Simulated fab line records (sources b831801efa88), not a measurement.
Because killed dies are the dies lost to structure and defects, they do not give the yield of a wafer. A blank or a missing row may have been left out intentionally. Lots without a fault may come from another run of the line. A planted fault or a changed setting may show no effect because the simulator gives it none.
fab line records	flow gf180mcu
[record] lots = 13	wafers = 39	last-day = 35
route steps=602 shown POLY_GATE@170 PSD@255 SAB@265 CONTACT@289
lots untouched by any fault: they come from a run of this same line in which no faults occurred
start-h: start of the lot's first displayed wafer, in hours after the record's first day	wait-h: hours from the lot's prior step to this one	" the same as in the row above	L1.1+2: a single row standing in for several wafers	- no value, or no start was given	* or withheld: withheld	< > ~ a bound
route shown NAME@n: a module of which the file shows steps, and the number in the route of the first	usual: mean and standard deviation over wafers with no fault	same: alike in all rows	chamber/n: place in a boat	sites: readings site by site	_std_site: the standard deviation of these	_edge_site: outer sites' mean less inner sites'	radius-mm: for every site, how far away it sits from the centre of the wafer	mask NAME#n: copy n	behind: the most recent tool/chamber to have shaped the wafer	hold: what put the lot on hold/how long, in hours/how the hold closed	device: which transistor (n, p or np) failed to switch	end of line: the tests these same wafers got at the end of their route	a step with no rows: only its recipe	killed: dies that structure and defects cost at the first sort, which is not the same as the wafer's yield	map: dies across one wafer; x = killed, . = not, _ = none there
set.NAME: the setting as run; set.NAME@STEP: as run at that earlier step	model.NAME: the simulator's own value behind a step, which no gauge read
one table for each step of the route and one row for each wafer, over a sample of lots
services: the hour from which a tool's chamber was out of use, counted from the record's first day as start-h (under 0 if before that day), plus the number of hours and why
[[steps]]
[step GF_POLY_GATE_ETCH_13]
[recipe] target = poly-Si	target-depth-nm = 198.5	stop-on = SiO2	over-etch-frac = 0.403	chemistry = HBr/Cl2	icp-w = 400	bias-w = 100	pressure-mtorr = 10	HBr_flow_sccm = 150	Cl2_flow_sccm = 50	time-s = 69.6
[usual] drypump-motor-current-A = 5.6/0.38	oes-product-au = 0.992/0.007	over-etch-frac = 0.403/0	throttle-valve-pct = 33.685/0.0092
lot.wafer	tool	chamber	start-h	wait-h	drypump-motor-current-A	oes-product-au	over-etch-frac	rf-hours-counter-h	throttle-valve-pct
L697.1	rie-si-01	0	207.68	-	5.0	1.001	0.403	29	33.684
L697.2	"	1	"	"	5.2	0.991	0.403	3	33.684
L697.3	"	2	"	"	5.9	0.989	0.403	3	33.679
L698.1	rie-si-01	0	213.13	-	5.0	0.992	0.403	29	33.674
L698.2	"	1	"	"	5.2	0.990	0.403	3	33.695
L698.5	"	1	"	"	5.2	0.982	0.403	-	33.700
L699.1	rie-si-01	0	219.19	-	5.0	0.988	0.403	29	33.692
L699.2	"	3	"	"	5.7	0.993	0.403	1	33.673
L699.3	"	2	"	"	6.0	1.000	0.403	3	33.688
L700.3	rie-si-01	0	225.15	-	5.0	0.995	0.403	29	33.702
L700.5	"	3	"	"	5.8	1.002	0.403	-	33.676
L700.6	"	2	"	"	5.9	0.994	0.403	-	33.680
L701.3	rie-si-01	3	230.09	-	5.8	0.978	0.403	1	33.689
L701.5	"	2	"	"	6.0	0.985	0.403	-	33.678
L701.6	"	1	"	"	5.2	0.976	0.403	-	33.684
L702.2	rie-si-02	1	240.78	-	5.9	0.996	0.403	90	33.682
L702.3	"	2	"	"	5.9	0.994	0.403	2	33.680
L702.5	"	0	"	"	5.0	0.990	0.403	-	33.692
L703.1	rie-si-01	3	249.59	-	5.8	0.987	0.403	2	33.688
L703.3	"	1	"	"	5.2	0.990	0.403	3	33.679
L703.4	"	2	"	"	5.9	0.991	0.403	3	33.685
L704.1	rie-si-01	3	257.11	-	5.8	0.992	0.403	2	33.699
L704.2	"	1	"	"	5.2	1.001	0.403	3	33.695
L704.3	"	2	"	"	6.0	0.991	0.403	3	33.693
L705.3	rie-si-02	3	264.28	-	5.8	0.982	0.403	0	33.676
L705.5	"	0	"	"	5.0	0.999	0.403	-	33.694
L705.6	"	1	"	"	5.9	1.004	0.403	-	33.680
L706.2	rie-si-02	0	269.49	-	5.1	0.989	0.403	55	33.666
L706.3	"	2	"	"	5.9	0.991	0.403	3	33.695
L706.5	"	2	"	"	5.9	0.991	0.403	-	33.690
L707.2	rie-si-02	0	275.93	-	5.0	0.988	0.403	55	33.692
L707.3	"	2	"	"	5.9	0.805	0.90073	3	33.689
L707.5	"	2	"	"	5.9	0.805	0.90073	-	33.702
L719.2	rie-si-02	2	363.73	-	5.9	1.008	0.403	4	33.690
L719.3	"	3	"	"	5.8	1.001	0.403	2	33.688
L719.5	"	0	"	"	5.0	1.001	0.403	-	33.686
L720.2	rie-si-02	3	370.68	-	5.8	0.996	0.403	2	33.673
L720.3	"	1	"	"	5.9	1.002	0.403	0	33.686
L720.6	"	0	"	"	5.0	0.988	0.403	-	33.668
[step GF_POLY_GATE_STRIP_14]
[recipe] chemistry = O2/N2	power-w = 1400	pressure-mtorr = 1500	platen-temp-c = 250	o2-flow-sccm = 3000	n2-flow-sccm = 300	overash-fraction = 0.5
[usual] drypump-motor-current-A = 5.55/0.29	heater-power-w = 340/34	oes-product-au = 0.505/0.0043
lot.wafer	tool	chamber	start-h	wait-h	drypump-motor-current-A	heater-power-w	oes-product-au	rf-hours-counter-h
L697.1	plasma-asher-02	0	207.73	0.0	5.25	329	0.503	52
L697.2	"	1	"	"	6.22	367	0.503	52
L697.3	"	1	"	"	6.20	376	0.506	-
L698.1	plasma-asher-02	1	213.19	0.0	6.18	367	0.495	53
L698.2	"	0	"	"	5.24	338	0.508	53
L698.5	"	0	"	"	5.27	329	0.509	-
L699.1	plasma-asher-02	0	219.24	0.0	5.30	341	0.504	53
L699.2	"	1	"	"	6.19	365	0.510	53
L699.3	"	1	"	"	6.20	370	0.507	-
L700.3	plasma-asher-01	1	225.24	0.1	5.25	336	0.510	-
L700.5	"	1	"	"	5.24	324	0.507	-
L700.6	"	0	"	"	5.57	390	0.505	-
L701.3	plasma-asher-02	1	230.18	0.1	6.20	369	0.504	-
L701.5	"	0	"	"	5.29	332	0.504	-
L701.6	"	1	"	"	6.19	365	0.515	-
L702.2	plasma-asher-03	1	240.83	0.0	5.55	276	0.507	40
L702.3	"	0	"	"	5.72	331	0.506	-
L702.5	"	0	"	"	5.69	329	0.508	-
L703.1	plasma-asher-03	0	249.64	0.0	5.69	330	0.501	41
L703.3	"	0	"	"	5.69	325	0.512	-
L703.4	"	1	"	"	5.58	275	0.500	-
L704.1	plasma-asher-01	0	257.16	0.0	5.55	391	0.505	63
L704.2	"	1	"	"	5.26	336	0.498	63
L704.3	"	1	"	"	5.27	330	0.501	-
L705.3	plasma-asher-01	1	264.37	0.1	5.26	340	0.512	-
L705.5	"	1	"	"	5.25	328	0.506	-
L705.6	"	0	"	"	5.55	387	0.502	-
L706.2	plasma-asher-03	0	269.54	0.0	5.73	328	0.508	42
L706.3	"	0	"	"	5.72	337	0.497	-
L706.5	"	0	"	"	5.72	330	0.506	-
L707.2	plasma-asher-03	1	275.98	0.0	5.53	284	0.508	43
L707.3	"	0	"	"	5.72	330	0.491	-
L707.5	"	0	"	"	5.69	329	0.489	-
L719.2	plasma-asher-02	0	363.78	0.0	5.27	325	0.500	67
L719.3	"	1	"	"	6.22	375	0.510	-
L719.5	"	0	"	"	5.26	336	0.509	-
L720.2	plasma-asher-01	0	370.74	0.0	5.56	378	0.505	75
L720.3	"	1	"	"	5.26	321	0.502	-
L720.6	"	1	"	"	5.25	333	0.504	-
[step GF_PSD_CD_MEAS_07]
[recipe] target-cd-nm = 400
[usual] cd-nm = 400.1/2
lot.wafer	tool	chamber	start-h	wait-h	cd-nm
L697.1	cd-sem-01	-	332.28	0.1	398.9
L697.2	"	-	"	"	403.7
L697.3	"	-	"	"	400.9
L698.1	cd-sem-02	-	339.03	0.1	402.4
L698.2	"	-	"	"	401.0
L698.5	"	-	"	"	399.5
L699.1	cd-sem-01	-	347.87	0.1	404.1
L699.2	"	-	"	"	402.6
L699.3	"	-	"	"	403.3
L700.3	cd-sem-01	-	353.77	0.1	399.9
L700.5	"	-	"	"	399.9
L700.6	"	-	"	"	398.0
L701.3	cd-sem-02	-	359.92	0.1	399.6
L701.5	"	-	"	"	398.9
L701.6	"	-	"	"	398.5
L702.2	cd-sem-01	-	370.91	0.1	399.7
L702.3	"	-	"	"	399.6
L702.5	"	-	"	"	398.7
L703.1	cd-sem-02	-	384.02	0.1	398.5
L703.3	"	-	"	"	396.7
L703.4	"	-	"	"	397.8
L704.1	cd-sem-02	-	390.92	0.1	398.7
L704.2	"	-	"	"	402.4
L704.3	"	-	"	"	401.4
L705.3	cd-sem-02	-	398.87	0.1	397.0
L705.5	"	-	"	"	398.7
L705.6	"	-	"	"	399.8
L706.2	cd-sem-01	-	406.35	0.1	399.7
L706.3	"	-	"	"	402.9
L706.5	"	-	"	"	403.3
L707.2	cd-sem-01	-	414.15	0.1	398.3
L707.3	"	-	"	"	399.5
L707.5	"	-	"	"	398.5
L719.2	cd-sem-02	-	514.70	0.1	401.8
L719.3	"	-	"	"	400.8
L719.5	"	-	"	"	399.4
L720.2	cd-sem-01	-	520.65	0.1	399.3
L720.3	"	-	"	"	399.3
L720.6	"	-	"	"	398.2
[step GF_SAB_THK_MEAS_01]
[recipe] reads = SiO2_of_SAB_CVD_00
[usual] SAB_CVD_00_THK = 49.8/0.57
lot.wafer	tool	chamber	start-h	wait-h	SAB_CVD_00_THK[nm]
L697.1	film-metro-01	-	333.14	0.0	49.6
L697.2	"	-	"	"	50.0
L697.3	"	-	"	"	49.8
L698.1	film-metro-04	-	339.89	0.0	49.2
L698.2	"	-	"	"	49.3
L698.5	"	-	"	"	50.2
L699.1	film-metro-04	-	348.74	0.0	49.7
L699.2	"	-	"	"	49.8
L699.3	"	-	"	"	49.4
L700.3	film-metro-01	-	354.62	0.0	49.2
L700.5	"	-	"	"	50.0
L700.6	"	-	"	"	49.6
L701.3	film-metro-01	-	360.76	0.0	49.8
L701.5	"	-	"	"	49.8
L701.6	"	-	"	"	49.9
L702.2	film-metro-04	-	371.76	0.0	49.1
L702.3	"	-	"	"	48.7
L702.5	"	-	"	"	50.3
L703.1	film-metro-04	-	384.88	0.0	49.4
L703.3	"	-	"	"	48.9
L703.4	"	-	"	"	49.5
L704.1	film-metro-04	-	391.78	0.0	49.4
L704.2	"	-	"	"	49.9
L704.3	"	-	"	"	49.4
L705.3	film-metro-03	-	399.71	0.0	49.9
L705.5	"	-	"	"	50.6
L705.6	"	-	"	"	50.3
L706.2	film-metro-04	-	407.38	0.0	49.5
L706.3	"	-	"	"	49.8
L706.5	"	-	"	"	50.3
L707.2	film-metro-03	-	415.00	0.0	49.3
L707.3	"	-	"	"	49.6
L707.5	"	-	"	"	50.1
L719.2	film-metro-01	-	515.55	0.0	48.5
L719.3	"	-	"	"	48.4
L719.5	"	-	"	"	49.8
L720.2	film-metro-04	-	521.50	0.0	49.1
L720.3	"	-	"	"	49.6
L720.6	"	-	"	"	50.2
[step GF_CONTACT_CVD_02]
[recipe] material = SiO2	target-thk-nm = 860	precursor = TEOS	temp-c = 400	time-s = 95.992	rf-w = 600
[usual] heater-power-w = 617/57
lot.wafer	tool	chamber	start-h	wait-h	heater-power-w
L697.1	pecvd-03	2	356.05	0.1	603
L697.2	"	0	"	"	627
L697.3	"	1	"	"	718
L698.1	pecvd-04	0	362.91	0.1	542
L698.2	"	2	"	"	582
L698.5	"	2	"	"	643
L699.1	pecvd-02	0	371.70	0.1	565
L699.2	"	2	"	"	651
L699.3	"	1	"	"	619
L700.3	pecvd-04	2	378.63	0.0	640
L700.5	"	0	"	"	610
L700.6	"	2	"	"	671
L701.3	pecvd-04	0	384.75	0.0	537
L701.5	"	0	"	"	592
L701.6	"	2	"	"	684
L702.2	pecvd-04	2	395.26	0.0	588
L702.3	"	0	"	"	564
L702.5	"	1	"	"	666
L703.1	pecvd-04	2	408.65	0.1	661
L703.3	"	1	"	"	654
L703.4	"	2	"	"	676
L704.1	pecvd-03	0	416.23	0.1	606
L704.2	"	2	"	"	673
L704.3	"	1	"	"	737
L705.3	pecvd-04	2	424.57	0.0	579
L705.5	"	0	"	"	641
L705.6	"	2	"	"	624
L706.2	pecvd-04	1	432.99	0.0	663
L706.3	"	0	"	"	543
L706.5	"	1	"	"	529
L707.2	pecvd-02	0	440.71	0.0	656
L707.3	"	2	"	"	524
L707.5	"	2	"	"	574
L719.2	pecvd-03	1	540.44	0.0	763
L719.3	"	0	"	"	489
L719.5	"	0	"	"	560
L720.2	pecvd-02	1	545.44	0.0	618
L720.3	"	0	"	"	598
L720.6	"	1	"	"	655
[[services]]
tool	chamber	start-h	hours	kind
pecvd-02	-	183.90	0.8	repair
pecvd-04	-	192.14	5.5	pm
rie-si-01	-	198.10	0.5	repair
plasma-asher-01	-	198.89	3.9	repair
plasma-asher-02	-	225.62	4.0	repair
plasma-asher-03	-	251.21	5.1	repair
rie-si-02	-	283.32	0.2	repair
rie-si-01	-	298.89	62.6	repair
rie-si-02	-	304.06	0.1	repair
rie-si-02	3	306.78	1.5	repair
plasma-asher-03	-	321.73	0.8	repair
rie-si-02	1	339.48	8.3	repair
rie-si-02	0	341.78	10.6	repair
rie-si-01	-	361.49	4.3	pm
pecvd-04	1	363.29	2.5	repair
plasma-asher-02	-	393.14	0.5	repair
plasma-asher-02	-	421.32	9.0	pm
rie-si-01	1	479.90	2.6	repair
rie-si-01	-	503.91	2.8	pm
plasma-asher-03	-	505.52	0.7	repair
pecvd-04	-	506.00	2.3	repair
rie-si-02	0	511.06	3.8	repair
plasma-asher-01	-	528.02	4.3	repair
pecvd-04	-	535.92	0.3	repair
[[key]]
[first-sign] step = GF_POLY_GATE_ETCH_13	reading = over-etch-frac	direction = up	sigmas = 99+	usual = 0.403	struck = 0.90073
[effect] step = GF_POLY_GATE_ETCH_13	reading = oes-product-au	direction = down	sigmas = 27	usual = 0.992	struck = 0.805
[effect] step = GF_POLY_GATE_STRIP_14	reading = oes-product-au	direction = down	sigmas = 3.3	usual = 0.505	struck = 0.490
met-at GF_POLY_GATE_ETCH_13
struck-lots L707
struck-wafers L707.3,L707.5
tester-left-out L707
not-acting-at GF_PSD_CD_MEAS_07,GF_SAB_THK_MEAS_01,GF_CONTACT_CVD_02
onset-between 269.49 275.93
[fault] kind = process-parameter-drift	tool = rie-si-02	chamber = 2	onset-h = 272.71	steps = GF_POLY_GATE_ETCH_13	channel = over-etch-frac	offset = 0.49773	shape = step	end-h = 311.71	stated = 0.403
// tester-left-out: of these lots the tester's yield and bins aren't shown, on N5 and GAA mostly nor the transistor test; their killed dies are dies lost to structure and defects alone, not to doping, threshold or leakage, so they don't give the yield
